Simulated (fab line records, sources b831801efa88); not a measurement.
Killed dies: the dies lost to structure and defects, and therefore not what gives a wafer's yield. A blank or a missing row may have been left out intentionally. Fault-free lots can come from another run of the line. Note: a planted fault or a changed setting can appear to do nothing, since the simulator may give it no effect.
fab line records ; flow sfqLine
record: lots: 15; wafers: 43; lastDay: 86
route steps=325 shown I5@233
lots that met no fault: taken from a fault-free run of the same line
startH: hours from the record's opening day to when the first of the lot's shown wafers began ; waitH: hours since the lot's step before ; " the same as in the row above ; L1.1+2: one row covering several wafers at once ; - value missing, or start not given ; * or withheld: withheld ; < > ~ a bound
route shown NAME@n: NAME is a module with steps in the file, n the number in the route of the first one ; usual: mean/standard deviation taken from wafers without a fault ; same: alike in all rows ; chamber/n: place in a boat ; sites: the reading at each site ; _std_site: their standard deviation ; _edge_site: outer sites' mean less inner sites' ; radiusMm: how far each site lies from the wafer's centre ; mask NAME#n: copy n ; behind: the most recent tool/chamber to have shaped the wafer ; hold: the reason the lot was held/the length of the hold in hours/how it ended ; device: which transistor (n, p or np) failed to switch ; end of line: the route-end tests of the same wafers ; a step with no rows: only its recipe ; killed: the dies lost at the first sort to structure and to defects; this is not the yield of the wafer ; map: a wafer's dies, x killed, . not, _ none there
set.NAME: the setting as run; set.NAME@STEP: as run at that earlier step ; model.NAME: the simulator's own value behind a step, which no gauge read
a sample of lots followed through the steps of the route, with each step as a table and each wafer as a row
== steps ==
step: SFQ_TRILAYER_I5_LITHO_PEB_147
recipe: pebTempC: 115; pebTimeS: 60; resist: KrF
usual: exhaustPa: 45.1/0.78; heaterPowerTotalW: 79.16/0.07
lot.wafer;tool;chamber;startH;waitH;exhaustPa;heaterPowerTotalW
L283.1;lithoTrack-04;0;1495.28;1.0;46.4;79.19
L283.2;lithoTrack-04;0;1495.28;1.0;46.5;79.17
L283.3;lithoTrack-04;0;1495.28;1.0;45.5;79.23
L285.1;lithoTrack-01;0;1503.95;-;46.9;79.18
L285.2;lithoTrack-01;0;1503.95;-;45.4;79.22
L285.4;lithoTrack-01;0;1503.95;-;45.7;79.19
L286.1;lithoTrack-03;0;1507.28;1.0;45.3;79.17
L286.3;lithoTrack-03;0;1507.28;1.0;44.2;79.06
L286.6;lithoTrack-03;0;1507.28;1.0;44.5;79.13
L288.1;lithoTrack-03;0;1515.68;1.0;46.2;79.23
L288.3;lithoTrack-03;0;1515.68;1.0;46.6;79.14
L288.4;lithoTrack-03;0;1515.68;1.0;44.9;79.20
L290.1;lithoTrack-01;0;1522.53;1.0;44.9;79.16
L290.4;lithoTrack-01;0;1522.53;1.0;45.4;79.22
L290.6;lithoTrack-01;0;1522.53;1.0;45.4;79.16
L291.1;lithoTrack-03;0;1538.13;1.0;44.8;79.18
L291.3;lithoTrack-03;0;1538.13;1.0;45.8;79.19
L291.4;lithoTrack-03;0;1538.13;1.0;46.6;79.14
L292.1;lithoTrack-04;0;1556.25;1.0;45.8;79.14
L292.2;lithoTrack-04;0;1556.25;1.0;44.2;79.16
L292.3;lithoTrack-04;0;1556.25;1.0;44.1;79.21
L293.2;lithoTrack-04;0;1564.68;0.8;44.6;79.00
L293.3;lithoTrack-04;0;1564.68;0.8;45.4;79.19
L293.6;lithoTrack-04;0;1564.68;0.8;44.8;79.11
L298.2;lithoTrack-01;0;1580.28;0.8;45.1;80.84
L298.6;lithoTrack-01;0;1580.28;0.8;44.4;80.83
L299.2;lithoTrack-01;0;1581.48;0.8;44.9;80.84
L299.5;lithoTrack-01;0;1581.48;0.8;44.7;79.14
L301.1;lithoTrack-01;0;1589.63;1.0;45.2;79.12
L301.2;lithoTrack-01;0;1589.63;1.0;45.8;80.95
L301.3;lithoTrack-01;0;1589.63;1.0;44.7;79.07
L303.1;lithoTrack-04;0;1599.62;1.0;45.6;79.13
L303.2;lithoTrack-04;0;1599.62;1.0;47.1;79.19
L303.5;lithoTrack-04;0;1599.62;1.0;45.3;79.28
L304.1;lithoTrack-04;0;1604.42;1.0;44.7;79.19
L304.2;lithoTrack-04;0;1604.42;1.0;43.9;79.23
L304.3;lithoTrack-04;0;1604.42;1.0;45.1;79.19
L305.2;lithoTrack-03;0;1608.04;0.8;44.1;78.99
L305.4;lithoTrack-03;0;1608.04;0.8;44.2;79.25
L305.5;lithoTrack-03;0;1608.04;0.8;45.1;79.05
L306.2;lithoTrack-04;0;1610.09;0.8;45.2;79.18
L306.3;lithoTrack-04;0;1610.09;0.8;45.5;78.95
L306.6;lithoTrack-04;0;1610.09;0.8;45.0;79.13
== key ==
firstSign: step: SFQ_TRILAYER_I5_LITHO_PEB_147; reading: heaterPowerTotalW; direction: up; sigmas: 25; usual: 79.16; struck: 80.86
effect none on later readings
metAt SFQ_TRILAYER_I5_LITHO_PEB_147
struckLots L298,L299,L301
struckWafers L298.2,L298.6,L299.2,L301.2
onsetBetween 1522.53 1580.28
fault: kind: processParameterDrift; tool: lithoTrack-01; chamber: -; onsetH: 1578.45; steps: SFQ_TRILAYER_I5_LITHO_PEB_147; channel: pebTimeS; offset: *; shape: step; endH: 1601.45; scope: struckWafersOnly; actsIn: *; stated: *
